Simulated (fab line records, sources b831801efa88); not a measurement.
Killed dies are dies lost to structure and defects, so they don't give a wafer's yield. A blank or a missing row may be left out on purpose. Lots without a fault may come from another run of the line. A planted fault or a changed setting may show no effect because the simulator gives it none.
Which tool did it? | flow sky130 | 12 lots, 35 wafers sampled, at 3 steps of a route of 708

WHAT THE GAUGES READ, wafer by wafer
SKY_VIA2_CD_MEAS_12: target cd 200 nm. Usual: cd_nm 199.9 nm, standard deviation 1.5.
lot  | measured     | on        | cd_nm (nm)        | flag
L797 | day 36 11:54 | cd_sem-02 | 198.4 198.8 198.6 |
L798 | day 36 19:28 | cd_sem-02 | 197.5 198.1 198.6 |
L799 | day 37 18:06 | cd_sem-01 | 198.6 199.1 199.0 |
L800 | day 37 19:50 | cd_sem-01 | 201.3 201.1 202.3 |
L802 | day 38 05:25 | cd_sem-02 | 202.1 201.4 201.7 |
L803 | day 38 11:58 | cd_sem-02 | 199.1 200.1 198.7 |
L805 | day 39 03:39 | cd_sem-02 | 198.2 197.5 198.2 |
L806 | day 39 08:35 | cd_sem-02 | 201.3 200.7 200.9 |
L814 | day 42 01:39 | cd_sem-02 | 189.4 201.3 190.6 | OFF
L815 | day 42 08:17 | cd_sem-01 | 199.0 188.0       | OFF
L817 | day 42 16:42 | cd_sem-01 | 199.6 200.0 200.4 |
L819 | day 43 04:29 | cd_sem-01 | 199.3 200.1 201.4 |

WHICH TOOL RAN EACH LOT (tool, then ch and the chambers of the sampled wafers, then the start)
lot  | SKY_VIA1_CMP_24               | SKY_VIA2_DEVELOP_11
L797 | cmp-02 ch 1,3, day 34 05:17   | litho_track-02 ch 0, day 36 11:00
L798 | cmp-01 ch 0,1,3, day 34 14:11 | litho_track-01 ch 0, day 36 19:00
L799 | cmp-02 ch 0,3, day 35 12:26   | litho_track-03 ch 0, day 37 17:00
L800 | cmp-02 ch 0,1,3, day 35 14:23 | litho_track-01 ch 0, day 37 19:00
L802 | cmp-02 ch 2,3, day 35 23:09   | litho_track-02 ch 0, day 38 05:00
L803 | cmp-02 ch 0,1,2, day 36 06:26 | litho_track-01 ch 0, day 38 11:00
L805 | cmp-02 ch 1,2,3, day 36 22:36 | litho_track-02 ch 0, day 39 03:00
L806 | cmp-02 ch 1,2,3, day 37 04:05 | litho_track-02 ch 0, day 39 08:00
L814 | cmp-01 ch 0,1,3, day 39 22:59 | litho_track-02 ch 0, day 42 01:00
L815 | cmp-01 ch 1,3, day 40 05:38   | litho_track-02 ch 0, day 42 08:00
L817 | cmp-02 ch 2,3, day 40 14:02   | litho_track-03 ch 0, day 42 16:00
L819 | cmp-01 ch 0,1, day 41 02:05   | litho_track-01 ch 0, day 43 04:00
- SKY_VIA1_CMP_24: polishes, stops on SiO2, t overpolish 15 s, target thk 0 nm.
- SKY_VIA2_DEVELOP_11: develop time 60 s.

WHAT THE TOOLS THEMSELVES READ (means of the sampled wafers that have a number; where no wafer has one, the mark that the record gives instead)
SKY_VIA1_CMP_24. Usual: motor_current_A 10.1 A, standard deviation 0.94; overpolish_run_s 15.001 s, standard deviation 0.01; slurry_filter_dp_kPa 13.50 kPa, standard deviation 0.15; time_to_endpoint_s 65.8 s, standard deviation 2.4.
lot  | tool   | motor_current_A (A) | overpolish_run_s (s) | slurry_filter_dp_kPa (kPa) | time_to_endpoint_s (s) | flag
L797 | cmp-02 | 10.7                | 15.016               | 13.45                      | 65.2                   |
L798 | cmp-01 | 10.5                | 15.012               | 13.63                      | 68.1                   |
L799 | cmp-02 | 9.6                 | 15.003               | 13.32                      | 64.7                   |
L800 | cmp-02 | 10.3                | 15.000               | 13.56                      | 65.3                   |
L802 | cmp-02 | 9.7                 | 15.007               | 13.60                      | 65.9                   |
L803 | cmp-02 | 9.9                 | 15.002               | 13.49                      | 67.0                   |
L805 | cmp-02 | 10.1                | 15.008               | 13.45                      | 65.5                   |
L806 | cmp-02 | 10.0                | 15.001               | 13.53                      | 67.2                   |
L814 | cmp-01 | 10.4                | 14.988               | 13.61                      | 62.6                   |
L815 | cmp-01 | 10.9                | 14.998               | 13.45                      | 64.9                   |
L817 | cmp-02 | 9.7                 | 15.004               | 13.48                      | 67.6                   |
L819 | cmp-01 | 10.4                | 14.999               | 13.44                      | 65.5                   |

THE ANSWER, worked out from the rows above alone
Rule: a lot is off if the mean of its wafers that have a number lies more than 3 standard deviations from the usual mean. A lot without any number at a reading at which 4 lots or more have one is off too. The other lots that the step has rows for count as sound. The gauges are gone through in route order, then the tools' own readings, and for those a lot's mean is taken as printed above. The first step at which some lot is off is used, and at that step the reading that is off furthest; a lot without a number counts as furthest.
Off: L814, L815, at SKY_VIA2_CD_MEAS_12 (cd_nm).
A tool fits if, at a process step before that reading, it ran every lot that is off, and no sound lot after the first of them. The gauges at SKY_VIA2_CD_MEAS_12 are tried like those tools. One fits: litho_track-02 at SKY_VIA2_DEVELOP_11. Its last sound lot is L806 (day 39 08:00), its first lot that is off L814 (day 42 01:00): a fault that began between those two fits.

WHAT THE SIMULATOR HAD PUT IN
Process parameter drift: litho_track-02, from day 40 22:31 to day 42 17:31, at SKY_VIA2_DEVELOP_11. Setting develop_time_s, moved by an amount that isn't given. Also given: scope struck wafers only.
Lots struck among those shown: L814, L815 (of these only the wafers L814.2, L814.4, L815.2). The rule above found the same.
